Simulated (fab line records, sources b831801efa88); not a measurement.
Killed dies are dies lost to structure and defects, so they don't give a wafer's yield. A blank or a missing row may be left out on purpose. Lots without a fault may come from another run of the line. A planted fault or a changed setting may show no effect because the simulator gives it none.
Which tool did it? | flow gf180mcu | 13 lots, 39 wafers sampled, at 2 steps of a route of 602

WHAT THE GAUGES READ, wafer by wafer
GF_SAB_CD_MEAS_09: target cd 420 nm. Usual: cd_nm 420.1 nm, standard deviation 1.9.
lot  | measured     | on        | cd_nm (nm)        | flag
L752 | day 15 12:06 | cd_sem-01 | 417.5 416.8 416.8 |
L753 | day 15 20:58 | cd_sem-02 | 418.8 417.4 420.4 |
L756 | day 16 20:04 | cd_sem-01 | 421.0 419.1 420.8 |
L758 | day 17 20:17 | cd_sem-01 | 485.3 482.8 483.4 | OFF
L759 | day 17 22:03 | cd_sem-02 | 421.7 417.8 418.4 |
L763 | day 19 11:08 | cd_sem-02 | 423.2 423.2 424.4 |
L764 | day 19 21:39 | cd_sem-01 | 420.4 421.0 420.1 |
L767 | day 20 20:34 | cd_sem-01 | 419.5 421.0 419.6 |
L768 | day 21 05:58 | cd_sem-02 | 422.2 420.5 422.4 |
L769 | day 21 13:22 | cd_sem-02 | 420.1 418.8 416.7 |
L771 | day 22 01:50 | cd_sem-01 | 417.6 418.3 416.4 |
L772 | day 22 12:21 | cd_sem-01 | 422.2 421.5 421.2 |
L774 | day 23 05:58 | cd_sem-02 | 419.4 420.9 419.9 |

WHICH TOOL RAN EACH LOT (tool, then ch and the chambers of the sampled wafers, then the start)
lot  | GF_SAB_EXPOSE_06
L752 | iline_stepper-02 ch 0, day 15 02:14
L753 | iline_stepper-02 ch 0, day 15 10:19
L756 | iline_stepper-01 ch 0, day 16 09:07
L758 | iline_stepper-02 ch 0, day 17 08:47
L759 | iline_stepper-02 ch 0, day 17 10:40
L763 | iline_stepper-02 ch 0, day 18 23:42
L764 | iline_stepper-02 ch 0, day 19 09:32
L767 | iline_stepper-01 ch 0, day 20 08:24
L768 | iline_stepper-01 ch 0, day 20 18:39
L769 | iline_stepper-01 ch 0, day 21 01:53
L771 | iline_stepper-02 ch 0, day 21 13:52
L772 | iline_stepper-02 ch 0, day 22 00:47
L774 | iline_stepper-02 ch 0, day 22 18:41
- GF_SAB_EXPOSE_06: exposes mask SAB, target cd 420 nm.

WHAT THE TOOLS THEMSELVES READ (means of the sampled wafers that have a number; where no wafer has one, the mark that the record gives instead)
The record holds no such reading with a usual standard deviation.

THE ANSWER, worked out from the rows above alone
Rule: a lot is off if the mean of its wafers that have a number lies more than 3 standard deviations from the usual mean. A lot without any number at a reading at which 4 lots or more have one is off too. The other lots that the step has rows for count as sound. The gauges are gone through in route order, then the tools' own readings, and for those a lot's mean is taken as printed above. The first step at which some lot is off is used, and at that step the reading that is off furthest; a lot without a number counts as furthest.
Off: L758, at GF_SAB_CD_MEAS_09 (cd_nm).
A tool fits if, at a process step before that reading, it ran every lot that is off, and no sound lot after the first of them. The gauges at GF_SAB_CD_MEAS_09 are tried like those tools. None of those tried fits.

WHAT THE SIMULATOR HAD PUT IN
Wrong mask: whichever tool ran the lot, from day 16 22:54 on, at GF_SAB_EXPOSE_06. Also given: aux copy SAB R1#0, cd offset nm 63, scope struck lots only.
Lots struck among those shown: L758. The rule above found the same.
